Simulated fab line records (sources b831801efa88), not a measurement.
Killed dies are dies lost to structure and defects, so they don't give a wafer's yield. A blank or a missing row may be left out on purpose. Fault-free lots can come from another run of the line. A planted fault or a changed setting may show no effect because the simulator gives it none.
One fault seen from 2 desks || flow sky130 || what lay behind the numbers comes last; until then each desk has only its own

FOR THE TOOL OWNER'S DESK: krf-scanner-02
The tool's own readings at SKY_VIA1_EXPOSE_09 (exposes mask VIM, target cd 150 nm): means of the sampled wafers that have a number, for each lot that ran on this tool. If a lot's mean is further than 4 standard deviations from the usual mean, the lot is out of limits and carries the mark OUT (the distance appears in the brackets).
Columns: A = exposure-dose-mJ-cm2 at SKY_VIA1_EXPOSE_09, usual 37.96; B = reticle-temp-C at SKY_VIA1_EXPOSE_09, usual 22.96 C
{"lot": "L300", "first seen here": "day 35 21:25", "A": 38.02, "B": 22.85}
{"lot": "L307", "first seen here": "day 36 23:07", "A": "41.68 (+69) OUT", "B": 23.12}
{"lot": "L318", "first seen here": "day 40 06:19", "A": 37.98, "B": 22.92}
This desk finds L307 out of limits, L307 being first, at day 36 23:07 (exposure-dose-mJ-cm2 at SKY_VIA1_EXPOSE_09). In limits: L300, L318.

AT THE METROLOGY DESK
Lot by lot, what the gauges showed, no matter which tool ran the lot: averages of those sampled wafers that carry a number. If a lot's mean is further than 4 standard deviations from the usual mean, the lot is out of limits and carries the mark OUT (the distance appears in the brackets).
Columns: A = cd-nm at SKY_METAL1_CD_MEAS_15, usual 139.9 nm; B = cd-nm at SKY_VIA1_CD_MEAS_12, usual 149.6 nm; C = VIA1_OVL at SKY_VIA1_OVL_MEAS_13, usual 2 nm
{"lot": "L297", "first seen here": "day 33 14:17", "A": 140.3, "B": 150.1, "C": 6}
{"lot": "L300", "first seen here": "day 35 06:26", "A": 139.4, "B": 149.8, "C": 10}
{"lot": "L302", "first seen here": "day 35 11:59", "A": 141.7, "B": 149.7, "C": 9}
{"lot": "L306", "first seen here": "day 36 04:51", "A": 139.7, "B": 152.9, "C": -6}
{"lot": "L307", "first seen here": "day 36 08:11", "A": 140.5, "B": "63.0 (-62) OUT", "C": -13}
{"lot": "L310", "first seen here": "day 37 11:43", "A": 139.2, "B": 150.2, "C": -1}
{"lot": "L311", "first seen here": "day 37 13:17", "A": 138.7, "B": 148.5, "C": 14}
{"lot": "L314", "first seen here": "day 39 00:55", "A": 139.7, "B": 151.4, "C": 7}
{"lot": "L315", "first seen here": "day 39 07:37", "A": 138.7, "B": 149.5, "C": 7}
{"lot": "L316", "first seen here": "day 39 15:46", "A": 138.2, "B": 150.0, "C": 5}
{"lot": "L318", "first seen here": "day 39 16:25", "A": 139.0, "B": 147.8, "C": 2}
{"lot": "L319", "first seen here": "day 40 03:24", "A": 141.3, "B": 150.6, "C": -6}
This desk finds L307 out of limits, L307 being first, at day 37 12:02 (cd-nm at SKY_VIA1_CD_MEAS_12). In limits: L297, L300, L302, L306, L310, L311, L314, L315, L316, L318, L319.

ALL TOGETHER
On L307, at day 36 23:07, an alarm was possible from the tool owner's desk.
An alarm was possible from the metrology desk at day 37 12:02, on L307.
The lots listed all ran SKY_VIA1_EXPOSE_09 on krf-scanner-02.

WHAT THE SIMULATOR HAD PUT IN
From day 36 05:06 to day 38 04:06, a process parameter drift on krf-scanner-02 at SKY_VIA1_EXPOSE_09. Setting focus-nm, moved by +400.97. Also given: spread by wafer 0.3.
Struck lots among those shown: L307.
Time in hours from fault onset to the first out-of-limits reading at each desk: tool owner's desk 18, metrology desk 31.
